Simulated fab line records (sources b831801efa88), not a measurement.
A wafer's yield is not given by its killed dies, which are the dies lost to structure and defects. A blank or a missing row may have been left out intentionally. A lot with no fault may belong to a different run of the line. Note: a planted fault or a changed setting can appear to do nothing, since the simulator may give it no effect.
Split-lot trial	flow sfqLine	23 wafers read from 5 lots, route of 325 steps

## THE SPLIT ITSELF
At SFQ_TRILAYER_R5_LITHO_COAT_141 (resist thk 62 nm), the setting spinRpm was moved away from the recipe's 3000 rpm on 8 of the 23 wafers read, by +2.3% to +4.0%. For the rest of the wafers, this setting stayed at what the recipe calls for.

The reading is taken at the split's own step.

## THE READING
BARC_of_TRILAYER_R5_LITHO_COAT_141.thkNm (the simulator's own value, which no gauge read), in nm, at SFQ_TRILAYER_R5_LITHO_COAT_141 (resist thk 62 nm). No usual value for it is given in the file. Average 61.96 nm, standard deviation 0.31 nm, over the 15 wafers here run with the recipe.

wafer	tool, chamber at the split	spinRpm as run, rpm	against the recipe	BARC_of_TRILAYER_R5_LITHO_COAT_141.thkNm, nm	against lot-mates on the recipe
L078.1	lithoTrack-01, 0	3000	recipe	62.36	-
L078.2	lithoTrack-01, 0	3070	+2.3%	61.41	-0.84
L078.3	lithoTrack-01, 0	3070	+2.3%	61.57	-0.68
L078.4	lithoTrack-01, 0	3000	recipe	62.15	-
L078.5	lithoTrack-01, 0	3070	+2.3%	61.58	-0.67
L079.2	lithoTrack-03, 0	3000	recipe	61.92	-
L079.3	lithoTrack-03, 0	3121	+4.0%	60.73	-1.17
L079.4	lithoTrack-03, 0	3000	recipe	61.88	-
L079.5	lithoTrack-03, 0	3121	+4.0%	60.53	-1.37
L079.6	lithoTrack-03, 0	3121	+4.0%	60.77	-1.13
L080.2	lithoTrack-03, 0	3108	+3.6%	60.88	-1.17
L080.3	lithoTrack-03, 0	3108	+3.6%	61.1	-0.95
L080.4	lithoTrack-03, 0	3000	recipe	61.91	-
L080.5	lithoTrack-03, 0	3000	recipe	62.08	-
L080.6	lithoTrack-03, 0	3000	recipe	62.16	-
L084.1	lithoTrack-01, 0	3000	recipe	62.18	-
L084.2	lithoTrack-01, 0	3000	recipe	62.43	-
L084.3	lithoTrack-01, 0	3000	recipe	62.43	-
L085.1	lithoTrack-04, 0	3000	recipe	61.64	-
L085.3	lithoTrack-04, 0	3000	recipe	61.62	-
L085.4	lithoTrack-04, 0	3000	recipe	61.46	-
L085.5	lithoTrack-04, 0	3000	recipe	61.56	-
L085.6	lithoTrack-04, 0	3000	recipe	61.67	-

THE FIT
A straight line over all 23 wafers: BARC_of_TRILAYER_R5_LITHO_COAT_141.thkNm changes by -0.287 nm for each +1% of spinRpm; r = -0.86; the points scatter about the line by 0.29 nm.
The same after taking each lot's own level away (the mean of its wafers on the recipe; 23 wafers): -0.302 nm for each +1%; r = -0.98; scatter 0.099 nm.
According to that fit, moving spinRpm by its largest amount changes the reading by 1.2 nm.
Across the lots, their own levels run from 61.590 to 62.347 nm, a range of 2.4 times the standard deviation given above.
The two slopes are in agreement: the lot-to-lot level therefore moves the slope only a little.
Check: with one of the wafers moved furthest among these (+4.0%) left out of the fit, the line predicts -1.23 nm for it against its lot-mates. Against them it came out at -1.17 nm.

## FURTHER SPLITS ON THESE WAFERS
These wafers also went through other splits before the reading. Each is held against what the fit with the lots' levels taken away leaves over:
other split on the same wafers	wafers away from the commonest value	r with BARC_of_TRILAYER_R5_LITHO_COAT_141.thkNm (lot level and that fit taken away)
SFQ_TRILAYER_JJ_CE_BARC_OPEN_RIE_150 icpW	5	+0.16
SFQ_TRILAYER_M5_LITHO_COAT_123 spinRpm	12	-0.06
SFQ_TRILAYER_M5_BARC_OPEN_METAL_ETCH_161 biasW	6	-0.10

## FILE'S OWN FIT
BARC_of_TRILAYER_R5_LITHO_COAT_141.thkNm changes by -0.302 nm for each +1% of spinRpm, r = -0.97.
